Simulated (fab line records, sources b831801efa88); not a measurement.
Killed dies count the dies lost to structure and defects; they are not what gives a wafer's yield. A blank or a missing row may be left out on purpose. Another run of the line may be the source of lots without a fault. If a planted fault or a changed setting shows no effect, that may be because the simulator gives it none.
Comparing a struck lot with a sound one || flow gf180mcu || 14 steps out of a route of 602
Sound: these wafers, L351.2, L351.3, L351.6. Wafers struck: L352.1, L352.2, L352.5. The cause comes at the end.
For every step that has rows: the tool of each side, followed by ch and its chambers, followed by its first start. Under that, the readings that differ: sound wafers || struck wafers || difference of the means || sigmas: that difference in standard deviations of wafers without a fault.
alike: readings whose means differ by less than 2 such deviations, and words and numbers that are the same on both sides. not compared: withheld readings, readings that some wafer has no value for, bounds like >300 that may hide the same value, and numbers for which the record gives no deviation and whose values overlap.
A row with sigmas, a row that says differs or no value, or rows on one side alone: a step with any of these is where the two part. Numbers that have no deviation but don't overlap get no sigmas and don't part them. A reading that every wafer of one side lacks parts them only if that side has two wafers or more.

first, 1 step without rows for these wafers: GF_V2_CVD_00 (deposits SiO2, target thk 600 nm, time 100 s).
GF_V2_THK_MEAS_01:
  sound on filmMetro-03 at day 24 19:21; struck on filmMetro-04 at day 25 00:29
  alike: V2_CVD_00_THK
GF_V2_CVD_02: deposits SiO2 from TEOS, target thk 850 nm, time 94.851 s.
  sound on pecvd-02 ch 0,1,2, day 24 19:24; struck on pecvd-02 ch 0,1,2, day 25 00:33
  alike: heaterPowerW
GF_V2_THK_MEAS_03:
  sound on filmMetro-04 at day 24 19:29; struck on filmMetro-04 at day 25 00:37
  alike: V2_CVD_02_THK
GF_V2_CMP_04: polishes SiO2.
  sound on cmp-02 ch 0,1, day 24 19:32; struck on cmp-02 ch 2,3, day 25 00:55
  alike: motorCurrentA, slurryFlowMlMin, timeToEndpointS
GF_V2_BOW_MEAS_05:
  sound on filmMetro-02 at day 24 19:51; struck on filmMetro-04 at day 25 01:13
  alike: V2_BOW
then, 6 steps without rows for these wafers: GF_V2_DEHYDRATE_06 (time 60 s); GF_V2_HMDS_07 (prime time 60 s); GF_V2_COAT_08; GF_V2_COAT_09 (resist thk 1000 nm); GF_V2_SOFTBAKE_10 (time 60 s); GF_V2_EXPOSE_11 (exposes mask Via2, target cd 260 nm).
GF_V2_PEB_12: peb time 90 s.
  sound on lithoTrack-04 ch 0, day 25 18:39; struck on lithoTrack-02, day 26 00:27
  no value came back on the struck wafers for chillPlateTempC (C), exhaustPa (Pa); on the sound wafers chillPlateTempC (C) reads 23.00 23.05 22.85
then, 1 step without rows for these wafers: GF_V2_DEVELOP_13 (develop time 60 s).

## WHERE THEY PART
Only at GF_V2_PEB_12, within this record.

WHY: whatever the simulator had introduced
At GF_V2_PEB_12, the step was skipped entirely on lithoTrack-02 from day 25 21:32 on. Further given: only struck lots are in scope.
